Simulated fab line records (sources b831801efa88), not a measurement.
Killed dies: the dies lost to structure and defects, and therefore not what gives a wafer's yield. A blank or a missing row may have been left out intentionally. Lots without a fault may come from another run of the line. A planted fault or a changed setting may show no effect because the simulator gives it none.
Check for tools in common ; flow gf180mcu ; Lots sampled 13, wafers sampled 39

REASON IT WAS OPENED
Of 13 lots, 2 have the reading NSD_RS flagged at GF_PSD_RS_MEAS_14. No-fault wafers: 46.09 ohm/sq, standard deviation 0.08.
Rule: flag the lot when none of its wafers has a number, or when each of its wafers that has one lies beyond 4 standard deviations from that mean. The rest of the lots are taken to be sound.

lot;measured;on;NSD_RS (ohm/sq), wafer by wafer;flag
L740;day 14 02:08;filmMetro-01;46.13 46.01 46.06;
L741;day 14 15:28;filmMetro-03;46.11 46.22 45.99;
L742;day 15 01:07;filmMetro-02;45.99 45.94 46.04;
L743;day 15 06:53;filmMetro-03;46.22 46.09 46.14;
L744;day 15 13:11;filmMetro-03;45.99 46.09 45.98;
L749;day 17 16:10;filmMetro-02;41.72 41.90 41.87;FLAGGED
L750;day 17 19:01;filmMetro-03;46.25 46.20 46.09;
L751;day 18 03:44;filmMetro-02;41.76 41.84 41.73;FLAGGED
L756;day 19 19:29;filmMetro-03;46.13 46.13 46.18;
L757;day 20 07:38;filmMetro-01;46.00 46.14 46.10;
L758;day 20 16:04;filmMetro-02;46.05 46.09 46.14;
L761;day 21 17:14;filmMetro-02;45.96 45.88 45.99;
L763;day 22 04:17;filmMetro-02;46.10 46.16 46.11;
The mean of the flagged lots' numbers is 41.80 ohm/sq, -4.29 ohm/sq from the usual (-54 standard deviations).

TOOL THAT RAN EACH LOT
The record keeps 1 process step preceding the reading, out of 602 steps on the route. Every cell lists first the tool, next ch and the chambers used by the sampled wafers, and last the start.
lot;flag;GF_PSD_RTA_13
L740;;rtpAnneal-01 ch 0, day 14 02:03
L741;;rtpAnneal-02 ch 0, day 14 15:23
L742;;rtpAnneal-02 ch 0, day 15 01:01
L743;;rtpAnneal-02 ch 0, day 15 06:48
L744;;rtpAnneal-01 ch 0, day 15 13:06
L749;FLAGGED;rtpAnneal-02 ch 0, day 17 16:04
L750;;rtpAnneal-01 ch 0, day 17 18:56
L751;FLAGGED;rtpAnneal-02 ch 0, day 18 03:39
L756;;rtpAnneal-01 ch 0, day 19 19:24
L757;;rtpAnneal-01 ch 0, day 20 07:33
L758;;rtpAnneal-02 ch 0, day 20 15:59
L761;;rtpAnneal-01 ch 0, day 21 17:09
L763;;rtpAnneal-02 ch 0, day 22 04:12
What is done by these steps:
- GF_PSD_RTA_13: time 20 s.
- GF_PSD_RS_MEAS_14: measures by four-point-probe.

FLAGGED OVER TOTAL, TOOL BY TOOL (the gauges that took the reading come last)
step;tool;lots run;flagged;share of the flagged lots;sound lots run after its first flagged lot
GF_PSD_RTA_13;rtpAnneal-01;6;0;none;-
GF_PSD_RTA_13;rtpAnneal-02;7;2;all;2 (L758,L763)
GF_PSD_RS_MEAS_14;filmMetro-01;2;0;none;-
GF_PSD_RS_MEAS_14;filmMetro-02;6;2;all;3 (L758,L761,L763)
GF_PSD_RS_MEAS_14;filmMetro-03;5;0;none;-

WHAT THE TABLE ALLOWS
In 2 table rows, all flagged lots were run: rtpAnneal-02 (GF_PSD_RTA_13), filmMetro-02 (GF_PSD_RS_MEAS_14).
- rtpAnneal-02 at GF_PSD_RTA_13: 2 of its 7 lots flagged. Sound lots ran on it after the first flagged one (L758, L763), which a lasting fault on the whole tool wouldn't allow. Its own readings lie more than 4 standard deviations out on every wafer of the flagged lots: runLengthS.
- filmMetro-02 at GF_PSD_RS_MEAS_14: 2 of its 6 lots flagged. Sound lots ran on it after the first flagged one (L758, L761, L763), which a lasting fault on the whole tool wouldn't allow.
Not one row of the table ran every flagged lot while running no sound lot after the first.

WHAT THE SIMULATOR PUT IN
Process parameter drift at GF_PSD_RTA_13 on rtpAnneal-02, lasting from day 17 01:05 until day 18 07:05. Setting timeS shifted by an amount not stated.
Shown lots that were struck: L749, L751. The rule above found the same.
